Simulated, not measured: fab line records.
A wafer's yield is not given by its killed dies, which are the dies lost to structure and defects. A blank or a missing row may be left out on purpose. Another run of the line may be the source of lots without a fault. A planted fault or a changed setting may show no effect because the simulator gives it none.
Which of the tools did it? + flow gf180mcu + 10 lots with 30 wafers sampled at 2 steps, on a route of 602 steps

WHAT THE GAUGES READ, wafer by wafer
GF_TOP_METAL_RS_MEAS_05: measures by four-point-probe.
| lot  | measured     | on            | TOP_METAL_ALCU_RS (ohm/sq)                     |
|------|--------------|---------------|------------------------------------------------|
| L486 | day 27 05:31 | film-metro-02 | 0.03296 0.033 0.0325                           |
| L491 | day 28 18:42 | film-metro-02 | 0.03247 0.03296 0.03266                        |
| L494 | day 29 19:43 | film-metro-04 | 0.03286 0.0366 0.03295 0.03283 0.03666 0.03287 |
| L499 | day 31 09:17 | film-metro-04 | 0.03216 0.03273 0.0326                         |
| L501 | day 31 20:34 | film-metro-01 | 0.03262 0.03246 0.03263                        |
| L505 | day 32 19:09 | film-metro-02 | 0.03265 0.03299 0.0328                         |
| L506 | day 33 01:40 | film-metro-02 | 0.03262 0.03257 0.03232                        |
| L507 | day 33 05:08 | film-metro-02 | 0.03211 0.03218 0.03228                        |
| L508 | day 33 10:23 | film-metro-02 | 0.03292 0.0329 0.03291                         |
| L509 | day 33 20:07 | film-metro-04 | 0.03207 0.03207 0.03237                        |

WHAT TOOL EACH LOT RAN ON (gives the tool, then ch and the chambers of the sampled wafers, and finally the start)
| lot  | GF_TOP_METAL_SPUTTER_02      |
|------|------------------------------|
| L486 | pvd-sputter-04, day 27 05:25 |
| L491 | pvd-sputter-03, day 28 18:34 |
| L494 | pvd-sputter-03, day 29 19:37 |
| L499 | pvd-sputter-02, day 31 09:10 |
| L501 | pvd-sputter-02, day 31 20:29 |
| L505 | pvd-sputter-02, day 32 19:04 |
| L506 | pvd-sputter-02, day 33 01:33 |
| L507 | pvd-sputter-03, day 33 05:03 |
| L508 | pvd-sputter-04, day 33 10:17 |
| L509 | pvd-sputter-03, day 33 20:01 |
- GF_TOP_METAL_SPUTTER_02: material AlCu, target thk 900 nm, time 47.82 s.

THE ANSWER, worked out from the rows above alone
Rule: what is usual is taken from the lots themselves. Put in order of their means at a reading, lots are off if they are a third of the lots or fewer, leave a main group of 4 or more, and stand apart from it by a gap of 3 or more times the standard deviation of the main group's means; of several such gaps the widest counts. A main group is skipped when, at the precision printed for the reading in the tables above, its means are all equal. Also off: a lot with no number at a reading for which 4 or more lots have one. The other lots that the step has rows for count as sound.
Off: L494, at GF_TOP_METAL_RS_MEAS_05 (TOP_METAL_ALCU_RS). Mean 0.03257 ohm/sq and standard deviation 0.00025 in the main group.
A tool fits if, at a process step before that reading, it ran every lot that is off, and no sound lot after the first of them. Gauges at GF_TOP_METAL_RS_MEAS_05: tried the same way as those tools. No candidate that was tried fits.

WHAT THE SIMULATOR PUT IN
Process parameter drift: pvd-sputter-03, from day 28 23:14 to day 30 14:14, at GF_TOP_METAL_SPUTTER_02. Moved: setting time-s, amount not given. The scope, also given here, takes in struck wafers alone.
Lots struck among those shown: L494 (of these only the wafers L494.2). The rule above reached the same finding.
